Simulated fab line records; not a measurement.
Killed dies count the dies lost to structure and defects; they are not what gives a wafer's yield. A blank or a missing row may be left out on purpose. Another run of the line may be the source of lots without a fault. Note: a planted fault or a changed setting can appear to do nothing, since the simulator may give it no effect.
Chamber matching | flow gf180mcu | cmp-01 running GF_V2_CMP_04: 4 sister chambers
The step polishes SiO2. 14 wafers are shown with their chamber, then 7 later ones without.

EACH WAFER AND ITS CHAMBER
wafer  | chamber | motorCurrentA (A) | timeToEndpointS (s)
L335.4 | 3       | 13.4              | 79
L335.5 | 3       | 13.0              | 84
L335.6 | 0       | 10.6              | 81
L339.1 | 2       | 12.3              | 76
L339.3 | 3       | 13.3              | 76
L339.6 | 2       | 12.3              | 84
L343.3 | 1       | 12.7              | 78
L343.4 | 2       | 12.5              | 84
L343.6 | 1       | 11.4              | 65
L344.2 | 0       | 10.6              | 86
L344.3 | 3       | 13.4              | 81
L344.4 | 1       | 12.0              | 84
L351.1 | 3       | 13.4              | 84
L351.3 | 1       | 12.1              | 81

SIGNATURES (means of the wafers above)
reading         | chamber 0 | chamber 1 | chamber 2 | chamber 3 | scatter within a chamber
motorCurrentA   | 10.600    | 12.050    | 12.367    | 13.300    | 0.316
timeToEndpointS | 83.50     | 77.00     | 81.33     | 80.80     | 5.59
Rule: a wafer's distance from a chamber is the root of the sum, over the readings, of the square of ((its reading less the chamber's mean) divided by the reading's scatter). The wafer belongs to the nearest chamber; if the next one is less than 2 further off, it can't be placed. How the scatter is found: for the shown wafers, subtract from each reading the mean of its chamber, square and add these, divide the total by (wafers less chambers), then take the root.

WAFERS MISSING THEIR CHAMBER
wafer  | motorCurrentA (A) | timeToEndpointS (s)
L351.6 | 13.3              | 82
L354.3 | 11.1              | 83
L354.4 | 11.7              | 77
L354.5 | 10.8              | 87
L355.1 | 11.2              | 78
L355.3 | 12.4              | 74
L355.4 | 13.6              | 77

EACH ONE'S CHAMBER
wafer  | from the rows above          | in truth
L351.6 | 3                            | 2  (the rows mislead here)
L354.3 | can't be placed: 0 or 1      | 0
L354.4 | can't be placed: 1 or 2      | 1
L354.5 | 0                            | 0
L355.1 | can't be placed: 0 or 1 or 2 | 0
L355.3 | can't be placed: 1 or 2 or 3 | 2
L355.4 | 3                            | 3
Placed correctly: 2 of 7. Unplaceable from these rows: 4, with the true chamber sitting among the candidates in 4. Placed wrongly: 1.
